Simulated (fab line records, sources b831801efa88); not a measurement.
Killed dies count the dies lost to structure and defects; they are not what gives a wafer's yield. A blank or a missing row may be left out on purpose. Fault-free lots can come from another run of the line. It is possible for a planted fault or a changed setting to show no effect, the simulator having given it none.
One fault through the eyes of 2 desks / flow sky130 / every desk sees just its own numbers, and what lay behind them comes last

THE METROLOGY DESK
Means of the sampled wafers that have a number, per lot and without regard to the tool the lot ran on: this is what the gauges read. A lot is out of limits, marked OUT, if its mean lies more than 4 standard deviations from the usual mean; the brackets give that distance.
Columns: A = NWELL_01_OVL at SKY_NWELL_OVL_MEAS_23, usual 0.6 nm; B = VT_ADJUST_NCORE_TW at SKY_VT_ADJUST_NCORE_TW_MEAS_11, usual 220.7; C = VT_ADJUST_PCH_OVL at SKY_VT_ADJUST_PCH_OVL_MEAS_07, usual 0.0 nm; D = VT_ADJUST_PCH_TW at SKY_VT_ADJUST_PCH_TW_MEAS_10, usual 143.3
lot=L496; first seen here=day 5 15:57; A=1.6; B=221.6; C=0.5; D=143.6
lot=L498; first seen here=day 6 03:07; A=1.5; B=220.9; C=1.2; D=142.9
lot=L499; first seen here=day 6 08:58; A=-0.8; B=220.6; C=-0.2; D=142.7
lot=L500; first seen here=day 6 23:00; A=-1.7; B=219.2; C=0.4; D=143.4
lot=L501; first seen here=day 7 02:55; A=0.9; B=220.4; C=-1.5; D=143.4
lot=L505; first seen here=day 8 03:33; A=1.4; B=222.0; C=1.2; D=144.6
lot=L506; first seen here=day 8 09:48; A=-0.2; B=221.2; C=2.2; D=144.5
lot=L509; first seen here=day 9 09:00; A=0.8; B=229.5 (+8.0) OUT; C=-1.3; D=143.1
lot=L512; first seen here=day 9 23:12; A=-0.5; B=221.7; C=-0.6; D=142.8
lot=L513; first seen here=day 10 07:40; A=0.3; B=227.4 (+6.1) OUT; C=0.7; D=143.6
lot=L514; first seen here=day 10 10:48; A=-1.0; B=220.0; C=-1.1; D=141.8
lot=L516; first seen here=day 10 19:54; A=1.2; B=219.2; C=1.1; D=142.5
lot=L517; first seen here=day 11 15:42; A=-0.7; B=218.6; C=2.0; D=142.7
Finding of this desk: L509, L513 out of limits, first seen on L509 at day 13 07:10 (VT_ADJUST_NCORE_TW at SKY_VT_ADJUST_NCORE_TW_MEAS_11). L496, L498, L499, L500, L501, L505, L506, L512, L514, L516, L517: within limits.

TOOL OWNER'S DESK, implanter-04
For each lot that ran on this tool, the mean over its sampled wafers that have a number, from the tool's own readings at SKY_VT_ADJUST_NCORE_IMPLANT_09. A lot is out of limits, marked OUT, if its mean lies more than 4 standard deviations from the usual mean; the brackets give that distance.
Columns: A = beamOnS at SKY_VT_ADJUST_NCORE_IMPLANT_09, usual 10.00 s; B = endStationPressureTorr at SKY_VT_ADJUST_NCORE_IMPLANT_09, usual 5.03e-06 Torr; C = faradayCurrentUA at SKY_VT_ADJUST_NCORE_IMPLANT_09, usual 13.54
lot=L496; first seen here=day 8 23:43; A=10.14; B=5.10e-06; C=13.35
lot=L499; first seen here=day 9 20:41; A=10.06; B=5.02e-06; C=13.49
lot=L500; first seen here=day 10 10:53; A=10.03; B=4.90e-06; C=13.53
lot=L501; first seen here=day 10 15:54; A=10.06; B=5.19e-06; C=13.45
lot=L509; first seen here=day 13 06:55; A=11.28 (+7.1) OUT; B=7.78e-05 (+99 or more) OUT; C=11.72 (-7.6) OUT
lot=L513; first seen here=day 14 10:39; A=11.14 (+6.4) OUT; B=7.48e-05 (+99 or more) OUT; C=11.88 (-6.9) OUT
Finding of this desk: L509, L513 out of limits; the first was L509 at day 13 06:55, on beamOnS at SKY_VT_ADJUST_NCORE_IMPLANT_09. L496, L499, L500, L501: within limits.

BROUGHT TOGETHER
An alarm could have come from the tool owner's desk at day 13 06:55, on L509, L513.
Metrology desk: alarm possible at day 13 07:10 on L509, L513.
The lots listed all ran SKY_VT_ADJUST_NCORE_IMPLANT_09 on implanter-04.

WHAT THE SIMULATOR PUT IN
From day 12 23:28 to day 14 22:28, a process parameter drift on implanter-04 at SKY_VT_ADJUST_NCORE_IMPLANT_09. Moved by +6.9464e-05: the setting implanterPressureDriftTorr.
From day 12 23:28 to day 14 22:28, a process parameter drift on implanter-04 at SKY_VT_ADJUST_NCORE_IMPLANT_09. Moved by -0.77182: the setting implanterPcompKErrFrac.
Struck lots among those shown: L509, L513.
Fault start to first reading out of limits, in hours, per desk: tool owner, 7; metrology, 8.
